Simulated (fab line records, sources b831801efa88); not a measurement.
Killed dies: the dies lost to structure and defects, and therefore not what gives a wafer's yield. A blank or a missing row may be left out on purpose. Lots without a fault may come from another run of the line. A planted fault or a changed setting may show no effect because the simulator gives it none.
The same fault as seen by 2 desks / flow sky130 / each desk has only its own numbers; what lay behind them comes last

== AT THE METROLOGY DESK ==
What the gauges read for every lot (on any tool): the sampled wafers with a number, averaged. The brackets show how far a lot's mean lies from the usual mean; more than 4 standard deviations puts the lot out of limits, marked OUT.
Columns: A = LDD_N_OVL at SKY_LDD_N_OVL_MEAS_07, usual -1.5 nm; B = LDD_HVN_OVL at SKY_LDD_HVN_OVL_MEAS_07, usual 0.1 nm; C = LDD_HVP_OVL at SKY_LDD_HVP_OVL_MEAS_07, usual 0.8 nm
lot=L653; first seen here=day 17 12:24; A=-1.6; B=0.9; C=1.7
lot=L654; first seen here=day 17 15:36; A=-1.8; B=-1.6; C=-0.4
lot=L656; first seen here=day 18 10:45; A=1.1; B=-0.9; C=1.3
lot=L657; first seen here=day 18 21:01; A=-2.7; B=1.8; C=3.4
lot=L658; first seen here=day 19 06:06; A=1.3; B=-0.1; C=1.3
lot=L660; first seen here=day 20 03:34; A=1.7; B=1.1; C=-0.1
lot=L663; first seen here=day 22 01:46; A=-0.9; B=0.8; C=1.5
lot=L662; first seen here=day 22 03:49; A=-2.0; B=-2.5; C=0.1
lot=L664; first seen here=day 22 09:01; A=-1.0; B=1.0; C=0.6
lot=L666; first seen here=day 23 07:58; A=-2.5; B=0.1; C=0.4
lot=L667; first seen here=day 23 08:37; A=-2.0; B=1.7; C=-0.3
lot=L671; first seen here=day 23 23:55; A=-2.8; B=-1.5; C=0.9
lot=L672; first seen here=day 25 05:43; A=0.3; B=1.1; C=-0.0
lot=L675; first seen here=day 25 18:07; A=-3.1; B=-1.6; C=3.0
This desk's verdict: no lot among the 14 shows anything out of limits.

== FOR THE TOOL OWNER'S DESK: rie-diel-02 ==
The tool's own readings at SKY_SPACER_ETCHBACK_02 (etches Si3N4 in CH3F/O2, stops on SiO2, time 46.7 s, target depth 45 nm): means of the sampled wafers that have a number, for each lot that ran on this tool. The brackets show how far a lot's mean lies from the usual mean; more than 4 standard deviations puts the lot out of limits, marked OUT.
Columns: A = drypump-motor-current-A at SKY_SPACER_ETCHBACK_02, usual 5.8 A; B = oes-product-au at SKY_SPACER_ETCHBACK_02, usual 0.858 a.u.; C = throttle-valve-pct at SKY_SPACER_ETCHBACK_02, usual 10.563 %
lot=L657; first seen here=day 24 01:55; A=6.1; B=0.862; C=10.569
lot=L658; first seen here=day 24 10:40; A=6.2; B=0.859; C=10.563
lot=L663; first seen here=day 27 08:34; A=6.0; B=0.862; C=10.565
lot=L667; first seen here=day 28 10:02; A=6.2; B=0.862; C=10.556
lot=L671; first seen here=day 29 01:14; A=6.1; B=0.862; C=10.563
lot=L672; first seen here=day 30 05:44; A=6.2; B=0.856; C=10.552
This desk's verdict: no lot among the 6 shows anything out of limits.

== TAKEN TOGETHER ==
At the metrology desk, nothing out of limits was observed.
Nothing out of limits was seen by the tool owner's desk.

== WHAT HAD BEEN PUT IN BY THE SIMULATOR ==
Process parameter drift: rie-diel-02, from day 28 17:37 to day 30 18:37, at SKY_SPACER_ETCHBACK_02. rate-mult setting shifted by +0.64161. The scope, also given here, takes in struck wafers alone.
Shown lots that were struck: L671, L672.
